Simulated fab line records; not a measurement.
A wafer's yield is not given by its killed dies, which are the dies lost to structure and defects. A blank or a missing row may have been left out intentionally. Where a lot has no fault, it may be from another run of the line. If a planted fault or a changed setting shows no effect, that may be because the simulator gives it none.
What tool caused it? + flow sky130 + 24 lots with 72 wafers sampled at 3 steps, on a route of 708 steps

WHAT EACH GAUGE READ, for each wafer
SKY_CONTACT_THK_MEAS_01.
| lot  | measured     | on            | CONTACT_CVD_00_THK (nm) |
|------|--------------|---------------|-------------------------|
| L074 | day 30 18:53 | film-metro-04 | 74.0 74.0 75.0          |
| L075 | day 31 05:41 | film-metro-02 | 73.5 74.1 75.1          |
| L076 | day 31 12:22 | film-metro-02 | 74.7 73.7 75.2          |
| L077 | day 32 06:20 | film-metro-01 | 73.8 74.9 75.3          |
| L078 | day 32 06:40 | film-metro-02 | 74.2 75.4 74.9          |
| L079 | day 32 18:35 | film-metro-04 | 74.1 74.2 75.8          |
| L080 | day 33 07:46 | film-metro-02 | 73.9 74.9 75.9          |
| L081 | day 33 13:28 | film-metro-01 | 75.6 74.1 74.9          |
| L082 | day 34 10:33 | film-metro-01 | 73.7 73.4 75.2          |
| L083 | day 34 15:17 | film-metro-01 | 73.9 76.5 74.8          |
| L084 | day 34 18:56 | film-metro-01 | 74.3 75.9 76.7          |
| L086 | day 34 23:23 | film-metro-02 | 74.6 76.2 74.6          |
| L085 | day 35 00:54 | film-metro-02 | 75.3 77.0 76.9          |
| L087 | day 35 12:08 | film-metro-01 | 73.4 74.8 74.5          |
| L088 | day 35 14:38 | film-metro-01 | 73.4 74.7 74.9          |
| L089 | day 36 01:13 | film-metro-02 | 76.2 75.0 73.2          |
| L090 | day 36 02:27 | film-metro-02 | 75.0 75.2 75.0          |
| L091 | day 36 11:42 | film-metro-04 | 73.9 76.1 76.4          |
| L092 | day 36 16:58 | film-metro-04 | 74.2 73.6 74.6          |
| L093 | day 36 23:30 | film-metro-01 | 75.2 77.0 76.5          |
| L095 | day 37 18:36 | film-metro-02 | 75.5 75.6 76.8          |
| L094 | day 37 23:33 | film-metro-01 | 72.7 74.7 76.3          |
| L096 | day 38 02:56 | film-metro-02 | 76.2 76.1 76.4          |
| L097 | day 38 03:10 | film-metro-02 | 72.7 75.9 75.3          |

SKY_VIA1_THK_MEAS_01.
| lot  | measured     | on            | VIA1_HDPCVD_THK (nm) |
|------|--------------|---------------|----------------------|
| L074 | day 33 05:23 | film-metro-04 | 1009 1053 1037       |
| L075 | day 33 15:37 | film-metro-02 | 1046 1010 1019       |
| L076 | day 33 22:52 | film-metro-02 | 1016 1042 1035       |
| L077 | day 34 16:25 | film-metro-04 | 1002 1021 1008       |
| L078 | day 34 17:04 | film-metro-03 | 999 1047 994         |
| L079 | day 35 03:50 | film-metro-03 | 996 1001 1015        |
| L080 | day 35 16:22 | film-metro-02 | 1027 1000 1042       |
| L081 | day 35 21:49 | film-metro-03 | 1039 1001 1027       |
| L082 | day 36 19:02 | film-metro-03 | 1010 1022 1042       |
| L083 | day 36 23:51 | film-metro-04 | 1029 998 991         |
| L084 | day 37 02:26 | film-metro-02 | 1023 1019 1033       |
| L086 | day 37 07:19 | film-metro-04 | 1023 1011 1016       |
| L085 | day 37 08:21 | film-metro-04 | 1017 1032 1037       |
| L087 | day 37 19:38 | film-metro-04 | 1014 1021 1049       |
| L088 | day 37 22:31 | film-metro-02 | 1019 1046 1021       |
| L089 | day 38 08:38 | film-metro-02 | 1033 1031 1007       |
| L090 | day 38 09:17 | film-metro-02 | 1019 1034 1001       |
| L091 | day 38 19:10 | film-metro-03 | 1019 1012 1042       |
| L092 | day 39 00:55 | film-metro-04 | 1033 1052 1014       |
| L093 | day 39 06:34 | film-metro-03 | 1019 1035 1014       |
| L095 | day 40 01:09 | film-metro-03 | 1023 1036 1007       |
| L094 | day 40 06:13 | film-metro-02 | 1018 1019 1021       |
| L096 | day 40 09:41 | film-metro-03 | 1029 1019 1040       |
| L097 | day 40 10:09 | film-metro-04 | 1017 1011 1009       |

WHICH TOOL RAN EACH LOT (tool, then ch and the chambers of the sampled wafers, then the start)
| lot  | SKY_CONTACT_CMP_04            |
|------|-------------------------------|
| L074 | cmp-01 ch 1,2,3, day 30 19:04 |
| L075 | cmp-02 ch 2,3, day 31 05:53   |
| L076 | cmp-02 ch 0,1,2, day 31 12:34 |
| L077 | cmp-01 ch 1,3, day 32 06:44   |
| L078 | cmp-01 ch 0,1,2, day 32 07:02 |
| L079 | cmp-02 ch 0,1,2, day 32 18:47 |
| L080 | cmp-02 ch 0,2,3, day 33 07:58 |
| L081 | cmp-01 ch 0,1,3, day 33 13:40 |
| L082 | cmp-02 ch 0,1,3, day 34 10:44 |
| L083 | cmp-02 ch 1,2, day 34 15:28   |
| L084 | cmp-02 ch 0,2, day 34 19:10   |
| L086 | cmp-01 ch 0,1, day 34 23:39   |
| L085 | cmp-02 ch 2,3, day 35 01:07   |
| L087 | cmp-02 ch 0,2,3, day 35 12:22 |
| L088 | cmp-02 ch 0,3, day 35 14:52   |
| L089 | cmp-01 ch 1,2,3, day 36 01:23 |
| L090 | cmp-01 ch 0,1,3, day 36 02:46 |
| L091 | cmp-02 ch 1,2, day 36 11:53   |
| L092 | cmp-01 ch 2,3, day 36 17:11   |
| L093 | cmp-01 ch 1,2,3, day 36 23:51 |
| L095 | cmp-01 ch 1,3, day 37 18:50   |
| L094 | cmp-01 ch 0,2,3, day 37 23:43 |
| L096 | cmp-02 ch 1,2, day 38 03:06   |
| L097 | cmp-02 ch 1,3, day 38 03:24   |
- SKY_CONTACT_CMP_04: polishes SiO2.

WHAT THE TOOLS THEMSELVES READ (means of the sampled wafers that have a number; where no wafer has one, the mark that the record gives instead)
SKY_CONTACT_CMP_04.
| lot  | tool   | edge-zone-pressure-frac | motor-current-A (A) | time-to-endpoint-s (s) |
|------|--------|-------------------------|---------------------|------------------------|
| L074 | cmp-01 | 1.002                   | 12.3                | 83                     |
| L075 | cmp-02 | 1.003                   | 11.7                | 88                     |
| L076 | cmp-02 | 0.999                   | 11.3                | 84                     |
| L077 | cmp-01 | 1.000                   | 11.7                | 82                     |
| L078 | cmp-01 | 0.999                   | 12.6                | 81                     |
| L079 | cmp-02 | 0.997                   | 11.6                | 79                     |
| L080 | cmp-02 | 1.002                   | 11.4                | 77                     |
| L081 | cmp-01 | 1.004                   | 11.9                | 81                     |
| L082 | cmp-02 | 1.001                   | 11.5                | 83                     |
| L083 | cmp-02 | 1.000                   | 12.1                | 82                     |
| L084 | cmp-02 | 1.007                   | 10.7                | 81                     |
| L086 | cmp-01 | 0.997                   | 13.0                | 77                     |
| L085 | cmp-02 | 1.000                   | 11.5                | 77                     |
| L087 | cmp-02 | 1.000                   | 11.2                | 78                     |
| L088 | cmp-02 | 0.997                   | 11.5                | 82                     |
| L089 | cmp-01 | 0.998                   | 11.7                | 81                     |
| L090 | cmp-01 | 1.001                   | 12.3                | 86                     |
| L091 | cmp-02 | 1.000                   | 11.9                | 80                     |
| L092 | cmp-01 | 1.003                   | 12.3                | 83                     |
| L093 | cmp-01 | 0.999                   | 12.3                | 81                     |
| L095 | cmp-01 | 1.000                   | 11.2                | 80                     |
| L094 | cmp-01 | 0.996                   | 12.9                | 81                     |
| L096 | cmp-02 | 1.000                   | 12.1                | 81                     |
| L097 | cmp-02 | 0.997                   | 12.4                | 85                     |

THE ANSWER, worked out from the rows above alone
Rule: the usual values come from the lots themselves. Put in order of their means at a reading, lots are off if they are a third of the lots or fewer, leave a main group of 4 or more, and stand apart from it by a gap of 3 or more times the standard deviation of the main group's means; of several such gaps the widest counts. If all means in a main group match to the digits the tables above print for the reading, that group is not used. A lot without any number at a reading at which 4 lots or more have one is off too. All remaining lots with rows at the step are treated as sound. First the gauges in route order, then the tools' own readings, where a lot's mean is used as printed above. At the first step where some lot is off, the reading lying furthest off is the one used; lots without a number count as furthest.
Across all readings shown, no lot is off: no conclusion can be drawn from this.

WHAT THE SIMULATOR HAD INSERTED
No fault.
